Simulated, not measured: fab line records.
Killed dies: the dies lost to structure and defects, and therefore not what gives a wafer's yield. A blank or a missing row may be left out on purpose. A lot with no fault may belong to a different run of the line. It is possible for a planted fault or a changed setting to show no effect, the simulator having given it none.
Chamber matching + flow sfq_line + SFQ_TRILAYER_I6_CMP_CMP_166 on cmp-02 has 4 sister chambers
The step polishes SiO2. 18 wafers are shown with their chamber, then 9 later ones without.

== WAFERS WITH THEIR CHAMBER ==
| wafer  | chamber | motor_current_A (A) | time_to_endpoint_s (s) | slurry_flow_ml_min |
|--------|---------|---------------------|------------------------|--------------------|
| L362.2 | 3       | 10.5                | 222                    | 149.9              |
| L362.4 | 2       | 9.3                 | 234                    | 149.4              |
| L362.3 | 1       | 10.8                | 207                    | 149.3              |
| L364.3 | 0       | 10.4                | 228                    | 150.3              |
| L364.5 | 2       | 8.9                 | 224                    | 149.9              |
| L364.6 | 1       | 11.4                | 217                    | 149.7              |
| L368.2 | 0       | 10.6                | 222                    | 150.3              |
| L368.5 | 3       | 10.8                | 212                    | 149.7              |
| L368.6 | 2       | 9.0                 | 239                    | 149.5              |
| L370.3 | 0       | 10.6                | 220                    | 149.5              |
| L370.4 | 2       | 9.6                 | 231                    | 149.5              |
| L370.6 | 0       | 10.5                | 219                    | 149.5              |
| L372.2 | 3       | 10.6                | 206                    | 150.0              |
| L372.1 | 1       | 10.9                | 206                    | 150.5              |
| L372.5 | 3       | 10.2                | 210                    | 150.2              |
| L373.2 | 0       | 10.3                | 215                    | 149.9              |
| L373.4 | 1       | 10.8                | 208                    | 149.9              |
| L373.6 | 2       | 9.1                 | 225                    | 150.0              |

SIGNATURES (averages over the wafers above)
| reading            | chamber 0 | chamber 1 | chamber 2 | chamber 3 | scatter within a chamber |
|--------------------|-----------|-----------|-----------|-----------|--------------------------|
| motor_current_A    | 10.480    | 10.975    | 9.180     | 10.525    | 0.241                    |
| time_to_endpoint_s | 220.80    | 209.50    | 230.60    | 212.50    | 5.76                     |
| slurry_flow_ml_min | 149.900   | 149.850   | 149.660   | 149.950   | 0.36                     |
Rule: for each reading, subtract the chamber's mean from the wafer's reading, divide by that reading's scatter and square the result; add these up over the readings and take the root, which gives the wafer's distance from the chamber. The wafer belongs to the nearest chamber; if the next one is less than 2 further off, it can't be placed. The scatter is the square root of a quotient: the sum, over the shown wafers, of each reading's squared deviation from its chamber's mean, divided by wafers minus chambers.

== WAFERS WHOSE CHAMBER IS MISSING ==
| wafer  | motor_current_A (A) | time_to_endpoint_s (s) | slurry_flow_ml_min |
|--------|---------------------|------------------------|--------------------|
| L374.2 | 11.1                | 209                    | 150.5              |
| L374.3 | 10.9                | 219                    | 150.2              |
| L374.4 | 10.4                | 232                    | 149.8              |
| L378.1 | 10.5                | 215                    | 149.0              |
| L378.2 | 9.5                 | 232                    | 149.8              |
| L378.6 | 10.6                | 216                    | 151.1              |
| L382.1 | 10.3                | 215                    | 150.2              |
| L382.5 | 10.1                | 230                    | 150.1              |
| L382.6 | 10.3                | 223                    | 150.8              |

== EACH ONE'S CHAMBER ==
| wafer  | from the rows above          | in truth |
|--------|------------------------------|----------|
| L374.2 | can't be placed: 1 or 3 or 0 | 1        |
| L374.3 | can't be placed: 1 or 0 or 3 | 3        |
| L374.4 | can't be placed: 0 or 3      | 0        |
| L378.1 | can't be placed: 3 or 0 or 1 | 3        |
| L378.2 | 2                            | 2        |
| L378.6 | can't be placed: 3 or 0 or 1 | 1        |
| L382.1 | can't be placed: 3 or 0 or 1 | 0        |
| L382.5 | can't be placed: 0 or 3 or 2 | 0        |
| L382.6 | can't be placed: 0 or 3 or 1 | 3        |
Correct placement for 1 of the 9. From these rows, 8 cannot be placed; in 8 the true chamber is one of the candidates. 0 placed wrongly.
